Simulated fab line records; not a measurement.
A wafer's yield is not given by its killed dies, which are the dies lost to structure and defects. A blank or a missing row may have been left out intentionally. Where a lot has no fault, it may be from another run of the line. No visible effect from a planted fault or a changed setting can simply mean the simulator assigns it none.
Which tool did it?	flow gf180mcu	21 wafers from 7 lots sampled at 2 of the route's 602 steps

WHAT THE GAUGES SHOWED, per wafer
GF_MVSD_TW_MEAS_11.
lot	measured	on	MVSD_TW
L400	day 4 17:19	film_metro-01	1583 1590 1582
L403	day 5 11:06	film_metro-02	1591 1590 1585
L405	day 6 00:10	film_metro-01	1599 1589 1595
L408	day 6 14:57	film_metro-01	1591 1584 1588
L413	day 7 21:19	film_metro-01	1586 1592 1588
L415	day 8 09:27	film_metro-04	1584 1586 1592
L417	day 8 22:22	film_metro-02	1621 1628 1618 1617 1620 1614

TOOL THAT RAN EACH LOT (tool first, then ch and the chambers of the sampled wafers, then the start)
lot	GF_MVSD_IMPLANT_09
L400	implanter-04 ch 0, day 4 17:05
L403	implanter-04 ch 0, day 5 10:51
L405	implanter-03 ch 0, day 5 23:55
L408	implanter-03 ch 0, day 6 14:43
L413	implanter-03 ch 0, day 7 21:05
L415	implanter-01 ch 0, day 8 09:13
L417	implanter-03 ch 0, day 8 22:08
- GF_MVSD_IMPLANT_09

THE ANSWER, worked out from the rows above alone
Rule: usual is defined by the lots themselves. The widest of any qualifying gaps counts: lots, ordered by their means at a reading, are off when they make up no more than a third of the lots, leave a main group of 4 or more, and stand apart from it by 3 or more times the standard deviation of that group's means. A main group whose means are all the same, to the digits that the tables above print for the reading, isn't used. Also off: a lot with no number at a reading for which 4 or more lots have one. The other lots that the step has rows for count as sound.
Off: L417, seen at GF_MVSD_TW_MEAS_11 (MVSD_TW). Main group: mean 1589, sd 2.8.
If a tool, at a process step before that reading, ran all the lots that are off and no sound lot after the first of them, it fits. Those tools and the gauges at GF_MVSD_TW_MEAS_11 are tried in the same way. Undecided on this evidence; 2 tools fit (implanter-03 at GF_MVSD_IMPLANT_09, film_metro-02 at GF_MVSD_TW_MEAS_11).

WHAT HAD BEEN PUT IN BY THE SIMULATOR
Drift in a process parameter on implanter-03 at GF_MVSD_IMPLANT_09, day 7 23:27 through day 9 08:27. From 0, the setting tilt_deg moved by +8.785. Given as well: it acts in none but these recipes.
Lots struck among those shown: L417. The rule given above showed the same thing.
